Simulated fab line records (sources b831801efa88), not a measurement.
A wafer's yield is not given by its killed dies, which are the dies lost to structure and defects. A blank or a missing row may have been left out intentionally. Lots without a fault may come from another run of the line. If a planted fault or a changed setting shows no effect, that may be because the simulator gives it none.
fab line records | flow sky130
[record] lots = 11 | wafers = 33 | last_day = 50
route steps=708 shown LI_CONTACT@384 LOCAL_INTERCONNECT@401 CONTACT@409
lots that met no fault: taken from a fault-free run of the same line
start_h: start of the lot's first displayed wafer, in hours after the record's first day | wait_h: hours since the lot's step before | " same as the row above | L1.1+2: one row covering several wafers at once | - no value present, or no start provided | * or withheld: withheld | < > ~ a bound
route shown NAME@n: a module of which the file shows steps, and the number in the route of the first | usual: average and standard deviation across the fault-free wafers | same: alike in all rows | chamber/n: place in a boat | sites: each site's reading | _std_site: how widely they spread, as a standard deviation | _edge_site: outer sites' mean less inner sites' | radius_mm: how far each site lies from the wafer's centre | mask NAME#n: copy n | behind: tool/chamber where the wafer was last shaped | hold: why the lot was held/for how many hours/how that ended | device: the n, p or np transistor that did not switch | end of line: the tests these same wafers got at the end of their route | a step given without rows: its recipe and nothing more | killed: dies lost to structure and defects at the first sort, not the wafer's yield | map: shows each die of a wafer: x if killed, . if not, _ if none is there
set.NAME: the setting the step ran with; set.NAME@STEP: the setting that earlier step ran with | model.NAME: the simulator's own value behind a step, which no gauge read
the route's steps for a sample of lots (tables are steps, rows are wafers)
services: a tool's chamber out of use, with start hour (start_h, from the record's first day; less than 0 if before it), hours out, and reason
[[steps]]
[step SKY_LI_CONTACT_RS_MEAS_22]
[recipe] thk_meas_gauge = four-point-probe | reads = W_of_LI_CONTACT_CVD_21+TiN_of_LI_CONTACT_SPUTTER_20+Ti_of_LI_CONTACT_SPUTTER_19
[usual] LI_CONTACT_W_RS = 0.2845/0.0023
lot.wafer | tool          | chamber | start_h | wait_h | LI_CONTACT_W_RS[ohm/sq]
L557.1    | film_metro-03 | -       | 721.45  | 0.1    | 0.2867
L557.2    | "             | -       | "       | "      | 0.2859
L557.4    | "             | -       | "       | "      | 0.2898
L558.1    | film_metro-01 | -       | 721.58  | 0.1    | 0.2812
L558.2    | "             | -       | "       | "      | 0.2832
L558.5    | "             | -       | "       | "      | 0.2861
L561.2    | film_metro-01 | -       | 748.50  | 0.1    | 0.2872
L561.5    | "             | -       | "       | "      | 0.2877
L561.6    | "             | -       | "       | "      | 0.2865
L564.1    | film_metro-02 | -       | 774.08  | 0.1    | 0.2870
L564.3    | "             | -       | "       | "      | 0.2873
L564.4    | "             | -       | "       | "      | 0.2832
L565.1    | film_metro-03 | -       | 808.30  | 0.1    | 0.2830
L565.3    | "             | -       | "       | "      | 0.2835
L565.4    | "             | -       | "       | "      | 0.2850
L566.3    | film_metro-02 | -       | 809.71  | 0.1    | 0.2848
L566.4    | "             | -       | "       | "      | 0.2772
L566.5    | "             | -       | "       | "      | 0.2822
L569.4    | film_metro-02 | -       | 813.88  | 0.1    | 0.2874
L569.5    | "             | -       | "       | "      | 0.2854
L569.6    | "             | -       | "       | "      | 0.2864
L570.3    | film_metro-02 | -       | 818.01  | 0.1    | 0.2829
L570.4    | "             | -       | "       | "      | 0.2832
L570.6    | "             | -       | "       | "      | 0.2861
L572.2    | film_metro-01 | -       | 829.30  | 0.1    | 0.2845
L572.3    | "             | -       | "       | "      | 0.2827
L572.6    | "             | -       | "       | "      | 0.2839
L574.4    | film_metro-01 | -       | 844.57  | 0.1    | 0.2824
L574.5    | "             | -       | "       | "      | 0.2830
L574.6    | "             | -       | "       | "      | 0.2844
L575.1    | film_metro-01 | -       | 849.03  | 0.2    | 0.2797
L575.3    | "             | -       | "       | "      | 0.2844
L575.4    | "             | -       | "       | "      | 0.2842
[step SKY_LOCAL_INTERCONNECT_METAL_ETCH_14]
[recipe] target_depth_nm = 110 | stop_on = PSG | chemistry = Cl2/BCl3 | target = TiN | resist_sidewall_deg = 88 | pressure_mtorr = 10 | icp_w = 900 | bias_w = 48.5 | Cl2_flow_sccm = 60 | bcl3_flow_sccm = 30 | time_s = 31.4
[usual] bias_w = 48.50/0.12 | drypump_motor_current_A = 5.5/0.51 | oes_product_au = 0.938/0.0067 | throttle_valve_pct = 21.903/0.009
lot.wafer | tool         | chamber | start_h | wait_h | bias_w | drypump_motor_current_A | oes_product_au | rf_hours_counter_h | throttle_valve_pct
L557.1    | rie_metal-03 | 1       | 750.18  | 0.0    | 48.40  | 5.5                     | 0.926          | 5                  | 21.916
L557.2    | "            | 0       | "       | "      | 48.54  | 6.1                     | 0.934          | 0                  | 21.916
L557.4    | "            | 0       | "       | "      | 48.73  | 6.2                     | 0.932          | -                  | 21.916
L558.1    | rie_metal-04 | 0       | 751.17  | 0.0    | 48.51  | 5.1                     | 0.933          | 6                  | 21.907
L558.2    | "            | 1       | "       | "      | 48.43  | 5.0                     | 0.935          | 4                  | 21.912
L558.5    | "            | 1       | "       | "      | 48.76  | 5.0                     | 0.937          | -                  | 21.908
L561.2    | rie_metal-04 | 0       | 776.52  | 0.0    | 48.50  | 5.1                     | 0.934          | 6                  | 21.897
L561.5    | "            | 0       | "       | "      | 48.22  | 5.1                     | 0.927          | -                  | 21.898
L561.6    | "            | 1       | "       | "      | 48.43  | 4.9                     | 0.926          | -                  | 21.909
L564.1    | rie_metal-01 | 0       | 802.22  | 0.0    | 48.62  | 5.1                     | 0.939          | 16                 | 21.887
L564.3    | "            | 0       | "       | "      | 48.42  | 5.1                     | 0.935          | -                  | 21.904
L564.4    | "            | 1       | "       | "      | 48.38  | 6.2                     | 0.941          | -                  | 21.897
L565.1    | rie_metal-04 | 0       | 835.58  | 0.0    | 48.49  | 5.2                     | 0.935          | 9                  | 21.910
L565.3    | "            | 1       | "       | "      | 48.47  | 4.9                     | 0.938          | -                  | 21.901
L565.4    | "            | 0       | "       | "      | 48.58  | 5.1                     | 0.923          | -                  | 21.905
L566.3    | rie_metal-03 | 1       | 835.95  | 0.0    | 48.76  | 5.5                     | 0.934          | -                  | 21.896
L566.4    | "            | 0       | "       | "      | 48.56  | 6.2                     | 0.937          | -                  | 21.912
L566.5    | "            | 1       | "       | "      | 48.56  | 5.5                     | 0.947          | -                  | 21.898
L569.4    | rie_metal-03 | 0       | 840.99  | 0.0    | 48.57  | 6.2                     | 0.935          | -                  | 21.925
L569.5    | "            | 0       | "       | "      | 48.47  | 6.1                     | 0.932          | -                  | 21.916
L569.6    | "            | 1       | "       | "      | 48.57  | 5.5                     | 0.942          | -                  | 21.890
L570.3    | rie_metal-04 | 0       | 844.74  | 0.0    | 48.39  | 5.2                     | 0.939          | -                  | 21.902
L570.4    | "            | 1       | "       | "      | 48.71  | 4.9                     | 0.937          | -                  | 21.899
L570.6    | "            | 0       | "       | "      | 48.47  | 5.2                     | 0.933          | -                  | 21.913
L572.2    | rie_metal-04 | 1       | 855.88  | 0.0    | 48.56  | 5.0                     | 0.934          | 8                  | 21.916
L572.3    | "            | 1       | "       | "      | 48.56  | 5.0                     | 0.939          | -                  | 21.889
L572.6    | "            | 0       | "       | "      | 63.06  | 5.1                     | 0.933          | -                  | 21.904
L574.4    | rie_metal-03 | 0       | 871.10  | 0.1    | 48.44  | 6.1                     | 0.928          | -                  | 21.908
L574.5    | "            | 0       | "       | "      | 48.47  | 6.1                     | 0.924          | -                  | 21.901
L574.6    | "            | 0       | "       | "      | 48.43  | 6.1                     | 0.926          | -                  | 21.916
L575.1    | rie_metal-04 | 0       | 876.52  | 0.0    | 63.25  | 5.2                     | 0.958          | 10                 | 21.899
L575.3    | "            | 0       | "       | "      | 63.07  | 5.2                     | 0.946          | -                  | 21.916
L575.4    | "            | 1       | "       | "      | 48.41  | 4.9                     | 0.935          | -                  | 21.891
[step SKY_LOCAL_INTERCONNECT_STRIP_15]
[recipe] chemistry = O2/N2 | power_w = 1400 | pressure_mtorr = 1500 | platen_temp_c = withheld | o2_flow_sccm = 3000 | n2_flow_sccm = 300 | overash_fraction = 0.5
[usual] drypump_motor_current_A = 5.47/0.27 | n2_flow_sccm = 299.9/0.9 | oes_product_au = 0.426/0.0043 | strip_time_to_endpoint_s = 4.718/0.019
[same] overash_fraction = 0.5
lot.wafer | tool            | chamber | start_h | wait_h | drypump_motor_current_A | n2_flow_sccm | oes_product_au | rf_hours_counter_h | strip_time_to_endpoint_s
L557.1    | plasma_asher-04 | 0       | 750.23  | 0.0    | 5.72                    | 300.1        | 0.423          | 1                  | 4.705
L557.2    | "               | 1       | "       | "      | 5.63                    | 299.4        | 0.423          | 1                  | 4.686
L557.4    | "               | 1       | "       | "      | 5.56                    | 299.1        | 0.432          | -                  | 4.713
L558.1    | plasma_asher-03 | 0       | 751.22  | 0.0    | 5.81                    | 301.4        | 0.416          | 65                 | 4.764
L558.2    | "               | 1       | "       | "      | 5.41                    | 299.8        | 0.427          | 65                 | 4.749
L558.5    | "               | 0       | "       | "      | 5.80                    | 301.9        | 0.433          | -                  | 4.743
L561.2    | plasma_asher-01 | 0       | 776.57  | 0.0    | 5.09                    | 299.8        | 0.426          | 93                 | 4.728
L561.5    | "               | 0       | "       | "      | 5.08                    | 298.2        | 0.422          | -                  | 4.720
L561.6    | "               | 1       | "       | "      | 5.13                    | 298.6        | 0.429          | -                  | 4.722
L564.1    | plasma_asher-03 | 1       | 802.27  | 0.0    | 5.42                    | 300.7        | 0.422          | 70                 | 4.705
L564.3    | "               | 1       | "       | "      | 5.44                    | 299.9        | 0.426          | -                  | 4.700
L564.4    | "               | 0       | "       | "      | 5.80                    | 299.2        | 0.420          | -                  | 4.715
L565.1    | plasma_asher-04 | 1       | 835.63  | 0.0    | 5.54                    | 299.7        | 0.426          | 9                  | 4.732
L565.3    | "               | 0       | "       | "      | 5.73                    | 299.2        | 0.434          | -                  | 4.732
L565.4    | "               | 1       | "       | "      | 5.57                    | 298.7        | 0.429          | -                  | 4.688
L566.3    | plasma_asher-03 | 0       | 836.01  | 0.1    | 5.74                    | 300.2        | 0.431          | -                  | 4.729
L566.4    | "               | 1       | "       | "      | 5.42                    | 300.8        | 0.423          | -                  | 4.772
L566.5    | "               | 0       | "       | "      | 5.76                    | 299.1        | 0.424          | -                  | 4.733
L569.4    | plasma_asher-01 | 1       | 841.05  | 0.1    | 5.14                    | 300.6        | 0.424          | -                  | 4.754
L569.5    | "               | 1       | "       | "      | 5.14                    | 301.0        | 0.424          | -                  | 4.714
L569.6    | "               | 0       | "       | "      | 5.07                    | 300.4        | 0.422          | -                  | 4.727
L570.3    | plasma_asher-01 | 1       | 844.80  | 0.1    | 5.17                    | 301.7        | 0.431          | -                  | 4.693
L570.4    | "               | 0       | "       | "      | 5.07                    | 300.0        | 0.428          | -                  | 4.707
L570.6    | "               | 1       | "       | "      | 5.15                    | 300.6        | 0.429          | -                  | 4.704
L572.2    | plasma_asher-01 | 0       | 855.93  | 0.0    | 5.09                    | 300.2        | 0.430          | 101                | 4.734
L572.3    | "               | 0       | "       | "      | 5.08                    | 300.5        | 0.429          | -                  | 4.737
L572.6    | "               | 1       | "       | "      | 5.14                    | 300.2        | 0.426          | -                  | 4.680
L574.4    | plasma_asher-04 | 0       | 871.19  | 0.1    | 5.72                    | 299.5        | 0.428          | -                  | 4.740
L574.5    | "               | 0       | "       | "      | 5.72                    | 300.3        | 0.429          | -                  | 4.756
L574.6    | "               | 1       | "       | "      | 5.58                    | 298.8        | 0.429          | -                  | 4.733
L575.1    | plasma_asher-01 | 1       | 876.57  | 0.0    | 5.13                    | 300.9        | 0.432          | 103                | 4.633
L575.3    | "               | 1       | "       | "      | 5.13                    | 301.0        | 0.426          | -                  | 4.654
L575.4    | "               | 0       | "       | "      | 5.09                    | 299.3        | 0.426          | -                  | 4.697
[step SKY_CONTACT_THK_MEAS_03]
[recipe] reads = SiO2_of_CONTACT_HDPCVD_02
[usual] CONTACT_HDPCVD_THK = 565/6.7
lot.wafer | tool          | chamber | start_h | wait_h | CONTACT_HDPCVD_THK[nm]
L557.1    | film_metro-04 | -       | 750.98  | 0.0    | 558
L557.2    | "             | -       | "       | "      | 550
L557.4    | "             | -       | "       | "      | 561
L558.1    | film_metro-02 | -       | 752.00  | 0.0    | 572
L558.2    | "             | -       | "       | "      | 570
L558.5    | "             | -       | "       | "      | 573
L561.2    | film_metro-01 | -       | 777.33  | 0.0    | 548
L561.5    | "             | -       | "       | "      | 556
L561.6    | "             | -       | "       | "      | 554
L564.1    | film_metro-01 | -       | 803.37  | 0.0    | 569
L564.3    | "             | -       | "       | "      | 570
L564.4    | "             | -       | "       | "      | 565
L565.1    | film_metro-01 | -       | 836.40  | 0.0    | 561
L565.3    | "             | -       | "       | "      | 554
L565.4    | "             | -       | "       | "      | 565
L566.3    | film_metro-02 | -       | 836.77  | 0.1    | 565
L566.4    | "             | -       | "       | "      | 569
L566.5    | "             | -       | "       | "      | 570
L569.4    | film_metro-01 | -       | 841.85  | 0.0    | 559
L569.5    | "             | -       | "       | "      | 563
L569.6    | "             | -       | "       | "      | 560
L570.3    | film_metro-04 | -       | 845.64  | 0.1    | 562
L570.4    | "             | -       | "       | "      | 564
L570.6    | "             | -       | "       | "      | 557
L572.2    | film_metro-04 | -       | 856.76  | 0.0    | 567
L572.3    | "             | -       | "       | "      | 566
L572.6    | "             | -       | "       | "      | 560
L574.4    | film_metro-02 | -       | 871.98  | 0.0    | 559
L574.5    | "             | -       | "       | "      | 561
L574.6    | "             | -       | "       | "      | 556
L575.1    | film_metro-02 | -       | 877.38  | 0.0    | 572
L575.3    | "             | -       | "       | "      | 572
L575.4    | "             | -       | "       | "      | 572
[step SKY_CONTACT_CMP_04]
[recipe] material = SiO2 | down_force_psi = 4 | platen_rpm = 60 | pad_velocity_m_s = 0.94248
[usual] motor_current_A = 12.0/1.5 | time_to_endpoint_s = 84/4
lot.wafer | tool   | chamber | start_h | wait_h | motor_current_A | time_to_endpoint_s
L557.2    | cmp-01 | 3       | 751.04  | 0.0    | 13.0            | 75
L557.4    | "      | 0       | "       | "      | 14.3            | 78
L557.1    | "      | 2       | "       | "      | 13.1            | 79
L558.2    | cmp-02 | 1       | 752.06  | 0.0    | 9.3             | 91
L558.1    | "      | 2       | "       | "      | 12.8            | 85
L558.5    | "      | 2       | "       | "      | 11.8            | 87
L561.2    | cmp-02 | 2       | 777.53  | 0.2    | 12.7            | 81
L561.5    | "      | 3       | "       | "      | 10.6            | 85
L561.6    | "      | 0       | "       | "      | 12.2            | 82
L564.1    | cmp-02 | 2       | 803.43  | 0.1    | 12.6            | 83
L564.3    | "      | 3       | "       | "      | 10.8            | 84
L564.4    | "      | 1       | "       | "      | 9.1             | 82
L565.3    | cmp-01 | 1       | 836.51  | 0.1    | 12.7            | 79
L565.1    | "      | 2       | "       | "      | 13.5            | 82
L565.4    | "      | 3       | "       | "      | 12.6            | 86
L566.3    | cmp-01 | 3       | 836.81  | 0.0    | 13.1            | 83
L566.4    | "      | 1       | "       | "      | 13.3            | 85
L566.5    | "      | 0       | "       | "      | 14.5            | 82
L569.4    | cmp-01 | 2       | 841.98  | 0.1    | 12.7            | 81
L569.6    | "      | 0       | "       | "      | 14.8            | 81
L569.5    | "      | 1       | "       | "      | 12.1            | 82
L570.3    | cmp-01 | 3       | 845.73  | 0.1    | 12.3            | 80
L570.4    | "      | 0       | "       | "      | 14.1            | 83
L570.6    | "      | 3       | "       | "      | 12.1            | 78
L572.2    | cmp-02 | 2       | 859.02  | 2.3    | 11.9            | 88
L572.3    | "      | 0       | "       | "      | 12.1            | 84
L572.6    | "      | 2       | "       | "      | 12.5            | 86
L574.4    | cmp-02 | 0       | 872.22  | 0.2    | 11.9            | 84
L574.5    | "      | 1       | "       | "      | 9.7             | 89
L574.6    | "      | 2       | "       | "      | 12.4            | 83
L575.3    | cmp-01 | 1       | 877.44  | 0.0    | 12.4            | 84
L575.1    | "      | 2       | "       | "      | 12.6            | 83
L575.4    | "      | 0       | "       | "      | 13.3            | 85
[[services]]
tool            | chamber | start_h | hours | kind
plasma_asher-04 | -       | 733.75  | 9.0   | pm
cmp-02          | -       | 734.24  | 1.9   | repair
rie_metal-04    | 1       | 735.94  | 2.8   | repair
cmp-02          | -       | 741.98  | 1.1   | repair
cmp-02          | -       | 744.04  | 4.0   | pm
rie_metal-04    | -       | 754.63  | 1.4   | pm
cmp-01          | -       | 756.99  | 2.0   | repair
cmp-02          | -       | 758.24  | 1.5   | repair
rie_metal-03    | -       | 777.88  | 1.4   | pm
rie_metal-03    | -       | 783.93  | 2.8   | pm
cmp-01          | -       | 784.01  | 0.5   | repair
rie_metal-01    | -       | 794.38  | 2.8   | pm
cmp-02          | -       | 804.84  | 2.1   | repair
rie_metal-04    | 0       | 812.80  | 5.4   | repair
cmp-01          | -       | 813.77  | 5.3   | pm
rie_metal-03    | 1       | 816.78  | 10.1  | repair
cmp-02          | -       | 822.81  | 1.1   | repair
plasma_asher-01 | -       | 837.53  | 0.8   | repair
cmp-02          | -       | 841.62  | 5.5   | pm
cmp-02          | -       | 852.76  | 5.0   | pm
cmp-01          | -       | 853.94  | 19.0  | repair
rie_metal-03    | 1       | 869.24  | 9.3   | repair
rie_metal-04    | -       | 873.23  | 0.8   | repair
cmp-01          | -       | 874.53  | 2.1   | repair
[[key]]
[first_sign] step = SKY_LOCAL_INTERCONNECT_METAL_ETCH_14 | reading = bias_w | direction = up | sigmas = 99+ | usual = 48.50 | struck = 63.13
[effect] step = SKY_LOCAL_INTERCONNECT_STRIP_15 | reading = strip_time_to_endpoint_s | direction = down | sigmas = 3.3 | usual = * | struck = *
met_at SKY_LOCAL_INTERCONNECT_METAL_ETCH_14
struck_lots L572,L575
struck_wafers L572.6,L575.1,L575.3
tester_left_out L572,L575
not_acting_at SKY_LI_CONTACT_RS_MEAS_22,SKY_CONTACT_THK_MEAS_03,SKY_CONTACT_CMP_04
onset_between 844.74 855.88
[fault] kind = process_parameter_drift | tool = rie_metal-04 | chamber = 0 | onset_h = 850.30 | steps = SKY_LOCAL_INTERCONNECT_METAL_ETCH_14 | channel = bias_w | offset = 14.536 | shape = step | end_h = 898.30 | acts_in = these_recipes_only | stated = 48.5
// tester_left_out: of these lots the tester's yield and bins aren't shown, on N5 and GAA mostly nor the transistor test; their killed dies are dies lost to structure and defects alone, not to doping, threshold or leakage, so they don't give the yield
